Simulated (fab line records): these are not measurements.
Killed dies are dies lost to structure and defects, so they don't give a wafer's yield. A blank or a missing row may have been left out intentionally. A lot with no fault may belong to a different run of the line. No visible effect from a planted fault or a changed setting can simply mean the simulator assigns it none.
Which tool did it? :: flow gf180mcu :: Sampling: 7 lots, 21 wafers, 2 of 602 route steps

## WHAT THE GAUGES READ, wafer by wafer
GF_V5_THK_MEAS_03.
lot: L866
measured: day 26 22:34
on: film metro-01
V5_CVD_02_THK (nm): 1445 1469 1478

lot: L869
measured: day 28 03:15
on: film metro-04
V5_CVD_02_THK (nm): 1421 1431 1440

lot: L872
measured: day 28 16:34
on: film metro-02
V5_CVD_02_THK (nm): 1391 1425 1433

lot: L875
measured: day 29 16:04
on: film metro-04
V5_CVD_02_THK (nm): 1415 1426 1464

lot: L879
measured: day 30 23:23
on: film metro-02
V5_CVD_02_THK (nm): 1358 1395 1405

lot: L883
measured: day 31 19:56
on: film metro-04
V5_CVD_02_THK (nm): 1353 1385 1395

lot: L886
measured: day 32 09:44
on: film metro-04
V5_CVD_02_THK (nm): 1438 1452 1474

## EACH LOT AND THE TOOL THAT RAN IT (in order: tool; ch and the chambers of the sampled wafers; start)
lot: L866
GF_V5_CVD_02: pecvd-01 ch 0,1,2, day 26 22:26

lot: L869
GF_V5_CVD_02: pecvd-03 ch 0,2, day 28 03:08

lot: L872
GF_V5_CVD_02: pecvd-03 ch 0,2, day 28 16:28

lot: L875
GF_V5_CVD_02: pecvd-03 ch 1,2, day 29 15:57

lot: L879
GF_V5_CVD_02: pecvd-01 ch 0,1,2, day 30 23:16

lot: L883
GF_V5_CVD_02: pecvd-01 ch 0,1,2, day 31 19:49

lot: L886
GF_V5_CVD_02: pecvd-04 ch 0,1,2, day 32 09:37
- GF_V5_CVD_02: deposits SiO2 from TEOS, target thk 1450 nm, time 163.28 s.

## THE ANSWER, worked out from the rows above alone
Rule: usual is defined by the lots themselves. Put in order of their means at a reading, lots are off if they are a third of the lots or fewer, leave a main group of 4 or more, and stand apart from it by a gap of 3 or more times the standard deviation of the main group's means; of several such gaps the widest counts. The tables above print the reading to a certain number of digits; a main group whose means all agree to those digits is not used. Also off: a lot with no number at a reading for which 4 or more lots have one. The other lots that the step has rows for count as sound.
No lot is off on any of the readings shown, so nothing can be concluded from this.

## WHAT THE SIMULATOR HAD INSERTED
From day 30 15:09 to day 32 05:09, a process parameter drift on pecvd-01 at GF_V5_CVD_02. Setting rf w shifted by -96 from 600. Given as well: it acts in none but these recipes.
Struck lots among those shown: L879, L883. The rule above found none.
